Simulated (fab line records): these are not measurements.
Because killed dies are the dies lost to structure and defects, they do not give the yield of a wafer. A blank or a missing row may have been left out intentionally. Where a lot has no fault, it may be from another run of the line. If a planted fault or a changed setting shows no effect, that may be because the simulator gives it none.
Comparing a struck lot with a sound one -- flow sky130 -- 36 steps out of a route of 708
Sound: the wafers L485.2, L485.4, L485.5. Struck: wafer L479.1. (L479.2, L479.3 of the same lot were not struck and are left out.) The cause comes at the end.
For every step that has rows: the tool of each side, followed by ch and its chambers, followed by its first start. Under that, the readings that differ: sound wafers -- struck wafers -- difference of the means -- sigmas: that difference in standard deviations of wafers without a fault.
alike: words and numbers the same on both sides, and readings whose means are apart by under 2 such deviations; not compared: readings that were withheld, readings missing a value for some wafer, numbers with overlapping values and no deviation given by the record, and bounds like >300 which may hide the same value.
A row with sigmas, a row that says differs or no value, or rows on one side alone: a step with any of these is where the two part. When numbers do not overlap yet have no deviation, they are printed without sigmas and do not part them. A reading that every wafer of one side lacks parts them only if that side has two wafers or more.

first, 10 steps without rows for these wafers: SKY_POLY_CUT_ETCH_10 (etches BARC in N2/H2, stops on SiO2, time 45.9 s, target depth 60 nm); SKY_POLY_CUT_ETCH_11 (etches Si3N4 in CF4/CH2F2/Ar, stops on poly-Si, time 42.5 s, target depth 60 nm); SKY_POLY_CUT_STRIP_12 (strips in O2/N2); SKY_SD_P_DEHYDRATE_00 (time 60 s); SKY_SD_P_HMDS_01 (prime time 60 s); SKY_SD_P_COAT_02 (resist thk 1140 nm); SKY_SD_P_SOFTBAKE_03 (time 60 s); SKY_SD_P_EXPOSE_04 (exposes mask PSDM, target cd 380 nm); SKY_SD_P_PEB_05; SKY_SD_P_DEVELOP_06 (develop time 60 s).
SKY_SD_P_IMPLANT_09:
  sound on implanter-03 ch 0, day 33 00:52; struck on implanter-02 ch 0, day 31 08:50
reading,sound,struck,difference,sigmas
beamOnS (s),12.7 13.3 13.0,10.5,-2.5,-3
faradayCurrentUA,12813 12327 12563,15511,+2943,+4
SKY_SD_P_STRIP_10: strips in O2/N2.
  sound on plasmaAsher-04 ch 0,1, day 33 00:59; struck on plasmaAsher-04 ch 1, day 31 08:59
reading,sound,struck,difference,sigmas
oesProductAu (a.u.),0.621 0.617 0.615,0.630,+0.012,+2
stripTimeToEndpointS (s),17.54 17.47 17.48,17.02,-0.48,-13
  alike: drypumpMotorCurrentA
  not compared: rfHoursCounterH
SKY_SD_P_TW_MEAS_11:
  sound: filmMetro-04 at day 33 01:06; struck: filmMetro-02 at day 31 09:05
reading,sound,struck,difference,sigmas
SD_P_TW,2815 2817 2825,2689,-130,-7
then, 21 steps without rows for these wafers: SKY_RES_XHIGH_DEHYDRATE_00 (time 60 s); SKY_RES_XHIGH_HMDS_01 (prime time 60 s); SKY_RES_XHIGH_COAT_02 (resist thk 1140 nm); SKY_RES_XHIGH_SOFTBAKE_03 (time 60 s); SKY_RES_XHIGH_EXPOSE_04 (exposes mask URPM, target cd 1270 nm); SKY_RES_XHIGH_PEB_05; SKY_RES_XHIGH_DEVELOP_06 (develop time 60 s); SKY_RES_XHIGH_IMPLANT_07; SKY_RES_XHIGH_STRIP_08 (strips in O2/N2); SKY_SD_N_DEHYDRATE_00 (time 60 s); SKY_SD_N_HMDS_01 (prime time 60 s); SKY_SD_N_COAT_02 (resist thk 1140 nm); SKY_SD_N_SOFTBAKE_03 (time 60 s); SKY_SD_N_EXPOSE_04 (exposes mask NSDM, target cd 380 nm); SKY_SD_N_PEB_05; SKY_SD_N_DEVELOP_06 (develop time 60 s); SKY_SD_N_IMPLANT_09; SKY_SD_N_IMPLANT_10; SKY_SD_N_STRIP_11 (strips in O2/N2); SKY_SD_N_CLEAN_13 (cleans in SC1/SC2, time 150 s); SKY_SD_N_RTA_14 (time 2 s).
-- the record jumps here: 2 days lie between the struck wafers' starts before and after --
SKY_SD_N_RS_MEAS_17: the measuring method here is four-point-probe.
  sound: filmMetro-04 at day 35 05:39; struck: filmMetro-03 at day 33 16:23
reading,sound,struck,difference,sigmas
SD_P_RS (ohm/sq),147.0 147.3 147.5,150.0,+2.7,+7
-- record jumps: 16 days separate the struck wafers' starts on either side; left off in module SD_N, taken up again in module PAD_OPEN, whose first shown step is the route's number 708 --
SKY_PAD_OPEN_PROBE_99:
  sound: prober-01 at day 50 22:05; struck: prober-02 at day 49 20:49
reading,sound,struck,difference,sigmas
model.etest.resHighPo.lineOhmUm,739.7 773.4 759.1,868.6,+111.2,
model.etest.liconHighPo.rcOhm,353.1 346 357.8,490.9,+138.6,
model.etest.resPdiff.lineOhmUm,1367 1347 1348,1445,+91,
model.etest.resHighPo.rsOhmSq,259.6 265.8 268,309.9,+45.4,
model.etest.liconPdiff.rcOhm,584.1 589.5 563.7,600.8,+21.7,
model.etest.resPdiffHv.rsOhmSq,185.4 185.1 186.2,201.4,+15.8,
model.etest.resPdiff.rsOhmSq,193.3 192.3 193.9,207.9,+14.7,
  alike: killed_at_M0_to_M3, killed_at_M4_up, killedAtContacts, killedAtFrontEnd, killedAtOther, killedDies, killedOpen, killedShort

WHERE THEY PART
First at SKY_SD_P_IMPLANT_09; last, within this record, at SKY_SD_N_RS_MEAS_17. Later steps at which nothing parts them and some readings are alike: SKY_PAD_OPEN_PROBE_99.

WHY: whatever the simulator had introduced
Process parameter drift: implanter-02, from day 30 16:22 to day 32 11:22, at SKY_SD_P_IMPLANT_09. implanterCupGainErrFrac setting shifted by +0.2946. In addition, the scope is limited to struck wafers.
